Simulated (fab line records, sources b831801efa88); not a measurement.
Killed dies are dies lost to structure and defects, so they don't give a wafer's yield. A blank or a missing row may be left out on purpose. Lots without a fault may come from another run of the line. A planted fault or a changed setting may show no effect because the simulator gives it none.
Chamber matching | flow gf180mcu | GF_STI_ETCH_14 on rie_si-02: 4 sister chambers
The step etches Si in HBr/Cl2/O2, target depth 360 nm, time 102.9 s. 7 wafers are shown with their chamber, then 7 later ones without.

WAFERS WITH THEIR CHAMBER
wafer  | chamber | drypump_motor_current_A (A) | throttle_valve_pct (%)
L585.2 | 3       | 5.9                         | 25.667
L591.5 | 0       | 5.1                         | 25.653
L594.3 | 3       | 5.8                         | 25.656
L594.4 | 1       | 5.8                         | 25.667
L594.6 | 2       | 6.6                         | 25.658
L598.1 | 2       | 6.6                         | 25.669
L598.3 | 0       | 5.1                         | 25.651

WAFERS WITHOUT THEIR CHAMBER
wafer  | drypump_motor_current_A (A) | throttle_valve_pct (%)
L598.4 | 5.8                         | 25.668
L604.1 | 5.1                         | 25.666
L604.2 | 5.9                         | 25.662
L604.5 | 5.9                         | 25.659
L605.1 | 6.6                         | 25.663
L605.4 | 5.1                         | 25.665
L605.6 | 5.9                         | 25.660

WHICH CHAMBER EACH WENT THROUGH
wafer  | from the rows above     | in truth
L598.4 | can't be placed: 1 or 3 | 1
L604.1 | 0                       | 0
L604.2 | can't be placed: 3 or 1 | 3
L604.5 | can't be placed: 3 or 1 | 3
L605.1 | 2                       | 2
L605.4 | 0                       | 0
L605.6 | can't be placed: 3 or 1 | 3
Placed correctly: 3 of 7. Can't be placed from these rows: 4 (the true chamber is among the candidates in 4). Placed wrongly: 0.
How it was worked out, from the rows above alone: a wafer's distance from a chamber is the root of the sum, over the readings, of the square of ((its reading less the chamber's mean) divided by the reading's scatter). The wafer belongs to the nearest chamber; if the next one is less than 2 further off, it can't be placed. A chamber's mean is the mean of its shown wafers. The scatter: the root of (the sum of the squares of (reading less its chamber's mean) over the shown wafers, divided by (wafers less chambers)).
